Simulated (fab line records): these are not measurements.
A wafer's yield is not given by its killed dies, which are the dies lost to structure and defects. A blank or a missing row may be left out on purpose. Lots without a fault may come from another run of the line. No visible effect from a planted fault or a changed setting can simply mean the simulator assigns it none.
Struck lot and sound lot, side by side + flow sky130 + 16 out of 708 route steps
Sound: wafers L472.2, L472.3, L472.4. Wafers L479.1, L479.3, L479.6 were the ones struck. The cause is named last.
Order at every step that has rows: each side's tool, ch and its chambers, its first start. Under that, the readings that differ: sound wafers + struck wafers + difference of the means + sigmas: that difference in standard deviations of wafers without a fault.
alike: readings with means less than 2 such deviations apart, plus words and numbers identical on both sides. not compared: withheld readings, readings lacking a value on some wafer, bounds such as >300 that could conceal the same value, and numbers that have no deviation in the record and whose values overlap.
The two part at a step that has a row with sigmas, a row that says differs or no value, or rows on one side only. Numbers that have no deviation but don't overlap get no sigmas and don't part them. Lack of a reading on every wafer of one side parts them only where that side has two or more wafers.

first, 5 steps without rows for these wafers: SKY_SONOS_TUNNEL_COAT_02 (resist thk 1140 nm); SKY_SONOS_TUNNEL_SOFTBAKE_03 (time 60 s); SKY_SONOS_TUNNEL_EXPOSE_04 (exposes mask TUNM, target cd 410 nm); SKY_SONOS_TUNNEL_PEB_05; SKY_SONOS_TUNNEL_DEVELOP_06 (develop time 60 s).
SKY_SONOS_TUNNEL_CD_MEAS_07: target cd 410 nm.
  sound: cd-sem-01 at day 11 21:14; struck: cd-sem-01 at day 14 07:22
  alike: cd-nm
SKY_SONOS_TUNNEL_OVL_MEAS_08:
  sound: overlay-01 at day 11 21:20; struck: overlay-02 at day 14 07:29
  alike: SONOS_TUNNEL_OVL
then, 3 steps without rows for these wafers: SKY_SONOS_TUNNEL_IMPLANT_09; SKY_SONOS_TUNNEL_WET_ETCH_10 (etches SiO2 in dHF, target depth 14 nm, time 280 s); SKY_SONOS_TUNNEL_STRIP_11 (strips in SPM, time 600 s).
SKY_SONOS_TUNNEL_TW_MEAS_12:
  sound: film-metro-01 at day 11 22:08; struck: film-metro-04 at day 14 07:56
  alike: SONOS_TUNNEL_TW
then, 1 step without rows for these wafers: SKY_SONOS_TUNNEL_CLEAN_13 (cleans in dHF, time 20 s).
SKY_SONOS_ONO_OXIDATION_00: stabilise 600 s, purge 300 s, target thk 2.6 nm.
  sound on furnace-01 ch 0, day 11 23:21; struck on furnace-02 ch 0, day 14 08:00
| reading                                          | sound             | struck              | difference | sigmas      |
|--------------------------------------------------|-------------------|---------------------|------------|-------------|
| spike-tc-bottom-C (C)                            | 819 819 821       | 794 792 793         | -27        | -7          |
| spike-tc-centre-C (C)                            | 799.5 798.5 799.8 | 783.4 782.7 782.5   | -16.4      | -13         |
| spike-tc-lower-C (C)                             | 802.4 803.0 802.2 | 780.9 781.9 780.8   | -21.3      | -15         |
| spike-tc-top-C (C)                               | 812 814 813       | 787 789 788         | -25        | -6          |
| spike-tc-upper-C (C)                             | 799.4 797.5 798.6 | 780.7 782.9 783.9   | -16.0      | -11         |
| tube-center-temp-C (C)                           | 799.94 800.07 800 | 781.8 781.81 781.68 | -18.2      | -99 or more |
| tube_center_temp_C_max                           | 802.1 801.8 802.0 | 784.4 783.7 783.7   | -18.0      | -56         |
| model.SiO2_of_SONOS_ONO_OXIDATION_00.thk-nm (nm) | 2.577 2.521 2.575 | 1.979 1.966 2.049   | -0.560     |             |
SKY_SONOS_ONO_THK_MEAS_01:
  sound: film-metro-04 at day 12 00:43; struck: film-metro-01 at day 14 09:21
| reading                      | sound          | struck         | difference | sigmas |
|------------------------------|----------------|----------------|------------|--------|
| SONOS_ONO_OXIDATION_THK (nm) | 2.60 2.52 2.57 | 1.95 1.99 2.00 | -0.58      | -10    |
then, 1 step without rows for these wafers: SKY_SONOS_ONO_CVD_02 (deposits Si3N4 from DCS/NH3, target thk 10.5 nm, time 180 s).
-- here the record skips 34 days between the struck wafers' starts before and after, leaving off in module SONOS_ONO and picking up in module PAD_OPEN (first step shown: number 708 of the route) --
SKY_PAD_OPEN_PROBE_99:
  sound: prober-02 at day 46 03:26; struck: prober-02 at day 48 01:12
| reading                               | sound                  | struck                 | difference | sigmas |
|---------------------------------------|------------------------|------------------------|------------|--------|
| model.etest.cap-ono.gate-log10-a-cm2  | -7.822 -7.739 -7.915   | -7.223 -7.073 -7.308   | +0.624     |        |
| model.etest.cap-ono.tox-acc-nm (nm)   | 12.82 12.77 12.86      | 12.34 12.2 12.35       | -0.52      |        |
| model.etest.sonos-erased.vt-v (V)     | -2.36 -2.373 -2.273    | -2.567 -2.609 -2.526   | -0.232     |        |
| model.etest.sonos-baked.vt-less-v (V) | -0.506 -0.5792 -0.5844 | -0.7481 -0.7748 -0.718 | -0.1904    |        |
| model.etest.sonos-baked.vt-v (V)      | 0.9797 0.9753 0.9185   | 0.8177 0.842 0.8252    | -0.1295    |        |
  alike: killed_at_M0_to_M3, killed_at_M4_up, killed-at-contacts, killed-at-front-end, killed-at-other, killed-dies, killed-open, killed-short
  not compared: model.etest.sonos-erased.drive-ua-um, model.etest.sonos-uncharged.r-on-ohm-um, model.etest.cap-ono.gate-bv-v

WHERE THEY PART
Earliest at SKY_SONOS_ONO_OXIDATION_00; latest, in this record, at SKY_SONOS_ONO_THK_MEAS_01. Later steps at which nothing parts them and some readings are alike: SKY_PAD_OPEN_PROBE_99.

WHY: whatever the simulator had introduced
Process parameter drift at SKY_SONOS_ONO_OXIDATION_00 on furnace-02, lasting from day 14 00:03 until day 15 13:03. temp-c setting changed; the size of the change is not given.
